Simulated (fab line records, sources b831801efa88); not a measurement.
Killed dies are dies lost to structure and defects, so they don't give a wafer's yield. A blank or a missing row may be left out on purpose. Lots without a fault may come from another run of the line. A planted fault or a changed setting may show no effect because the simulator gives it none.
Which tool did it? | flow sky130 | 14 lots, 42 wafers sampled, at 4 steps of a route of 708

WHAT THE GAUGES READ, wafer by wafer
SKY_VT_ADJUST_LVTN_TW_MEAS_21. Usual: VT_ADJUST_LVTN_2_TW 189.0, standard deviation 1.1.
lot  | measured     | on            | VT_ADJUST_LVTN_2_TW | flag
L333 | day 8 16:53  | film_metro-04 | 189.9 189.5 189.4   |
L339 | day 10 02:55 | film_metro-04 | 190.0 189.1 189.2   |
L340 | day 10 10:19 | film_metro-04 | 189.2 189.6 189.9   |
L343 | day 11 10:41 | film_metro-01 | 190.2 190.2 190.4   |
L344 | day 11 13:53 | film_metro-01 | 190.7 188.7 189.8   |
L345 | day 12 00:50 | film_metro-04 | 187.9 189.0 188.8   |
L346 | day 12 06:47 | film_metro-03 | 187.2 187.8 187.7   |
L347 | day 12 14:05 | film_metro-01 | 189.5 189.3 189.4   |
L348 | day 12 20:04 | film_metro-03 | 187.4 188.0 187.2   |
L349 | day 13 03:22 | film_metro-01 | 190.1 190.8 190.2   |
L350 | day 13 07:01 | film_metro-04 | 190.1 189.5 188.5   |
L351 | day 13 16:25 | film_metro-03 | 188.5 188.0 187.8   |
L352 | day 13 22:22 | film_metro-03 | 187.8 187.0 188.2   |
L353 | day 14 06:35 | film_metro-01 | 189.5 189.0 189.4   |

SKY_VT_ADJUST_NCORE_TW_MEAS_11. Usual: VT_ADJUST_NCORE_TW 219.9, standard deviation 1.2.
lot  | measured     | on            | VT_ADJUST_NCORE_TW | flag
L333 | day 9 14:43  | film_metro-02 | 220.4 219.5 219.7  |
L339 | day 11 01:59 | film_metro-02 | 219.7 219.3 219.6  |
L340 | day 11 09:23 | film_metro-01 | 220.5 221.7 221.4  |
L343 | day 12 10:37 | film_metro-01 | 221.0 220.9 222.0  |
L344 | day 12 13:00 | film_metro-01 | 220.2 220.9 222.2  |
L345 | day 12 23:29 | film_metro-01 | 219.9 221.0 221.0  |
L346 | day 13 06:15 | film_metro-03 | 219.5 218.0 220.1  |
L347 | day 13 14:09 | film_metro-03 | 219.6 218.1 218.8  |
L348 | day 13 19:52 | film_metro-03 | 218.0 219.1 218.9  |
L349 | day 14 03:50 | film_metro-02 | 218.6 218.4 219.5  |
L350 | day 14 08:15 | film_metro-01 | 221.0 221.0 220.6  |
L351 | day 14 18:26 | film_metro-01 | 220.8 220.7 220.8  |
L352 | day 15 00:53 | film_metro-03 | 219.5 219.0 218.8  |
L353 | day 15 09:32 | film_metro-03 | 219.1 220.1 219.5  |

SKY_SONOS_ONO_THK_MEAS_01. Usual: SONOS_ONO_OXIDATION_THK 2.58 nm, standard deviation 0.05.
lot  | measured     | on            | SONOS_ONO_OXIDATION_THK (nm) | flag
L333 | day 12 14:34 | film_metro-03 | 2.55 2.58 2.55               |
L343 | day 15 16:21 | film_metro-02 | 2.64 2.64 2.64               |
L344 | day 15 18:53 | film_metro-01 | 2.65 2.67 2.61               |
L345 | day 16 06:53 | film_metro-01 | 2.67 2.66 2.66               |
L346 | day 16 19:47 | film_metro-01 | 2.56 2.63 2.63               |
L347 | day 17 00:46 | film_metro-01 | 2.57 2.56 2.62               |
L348 | day 17 09:25 | film_metro-01 | 2.49 2.55 2.53               |
L349 | day 17 17:20 | film_metro-02 | 2.55 2.61 2.53               |
L350 | day 17 22:56 | film_metro-02 | 2.54 2.54 2.56               |
L351 | day 18 12:17 | film_metro-01 | 2.58 2.63 2.55               |
L352 | day 18 17:10 | film_metro-03 | 2.46 2.52 2.50               |
L353 | day 19 02:40 | film_metro-03 | 2.57 2.54 2.56               |

WHICH TOOL RAN EACH LOT (tool, then ch and the chambers of the sampled wafers, then the start)
lot  | SKY_SONOS_TUNNEL_EXPOSE_04
L333 | iline_stepper-02 ch 0, day 11 23:08
L339 | iline_stepper-01, day 13 12:05
L340 | iline_stepper-01, day 13 20:32
L343 | iline_stepper-02 ch 0, day 15 00:12
L344 | iline_stepper-02 ch 0, day 15 03:10
L345 | iline_stepper-02 ch 0, day 15 14:06
L346 | iline_stepper-02 ch 0, day 16 00:22
L347 | iline_stepper-01 ch 0, day 16 08:26
L348 | iline_stepper-01 ch 0, day 16 16:26
L349 | iline_stepper-02 ch 0, day 17 01:21
L350 | iline_stepper-01 ch 0, day 17 05:44
L351 | iline_stepper-01 ch 0, day 17 17:19
L352 | iline_stepper-02 ch 0, day 18 00:25
L353 | iline_stepper-02 ch 0, day 18 09:47
- SKY_SONOS_TUNNEL_EXPOSE_04: exposes mask TUNM, target cd 410 nm.

WHAT THE TOOLS THEMSELVES READ (means of the sampled wafers that have a number; where no wafer has one, the mark that the record gives instead)
SKY_SONOS_TUNNEL_EXPOSE_04. Usual: exposure_dose_mJ_cm2 135.98, standard deviation 0.16; focus_offset_nm 0.0 nm, standard deviation 0.53.
lot  | tool             | exposure_dose_mJ_cm2 | focus_offset_nm (nm) | flag
L333 | iline_stepper-02 | 136.03               | 0.5                  |
L339 | iline_stepper-01 | -                    | -                    | OFF
L340 | iline_stepper-01 | -                    | -                    | OFF
L343 | iline_stepper-02 | 136.04               | 0.3                  |
L344 | iline_stepper-02 | 136.04               | 0.2                  |
L345 | iline_stepper-02 | 135.85               | 1.0                  |
L346 | iline_stepper-02 | 136.17               | -0.2                 |
L347 | iline_stepper-01 | 135.93               | -0.4                 |
L348 | iline_stepper-01 | 136.06               | 0.5                  |
L349 | iline_stepper-02 | 136.04               | 0.7                  |
L350 | iline_stepper-01 | 135.80               | 0.1                  |
L351 | iline_stepper-01 | 135.99               | 0.2                  |
L352 | iline_stepper-02 | 136.07               | -0.1                 |
L353 | iline_stepper-02 | 136.11               | 0.6                  |

THE ANSWER, worked out from the rows above alone
Rule: a lot is off if the mean of its wafers that have a number lies more than 3 standard deviations from the usual mean. A lot without any number at a reading at which 4 lots or more have one is off too. The other lots that the step has rows for count as sound. The gauges are gone through in route order, then the tools' own readings, and for those a lot's mean is taken as printed above. The first step at which some lot is off is used, and at that step the reading that is off furthest; a lot without a number counts as furthest.
Off: L339, L340, at SKY_SONOS_TUNNEL_EXPOSE_04 (exposure_dose_mJ_cm2). Without a number there: L339, L340.
A tool fits if, at that step or a process step before it, it ran every lot that is off, and no sound lot after the first of them. None of those tried fits.

WHAT THE SIMULATOR HAD PUT IN
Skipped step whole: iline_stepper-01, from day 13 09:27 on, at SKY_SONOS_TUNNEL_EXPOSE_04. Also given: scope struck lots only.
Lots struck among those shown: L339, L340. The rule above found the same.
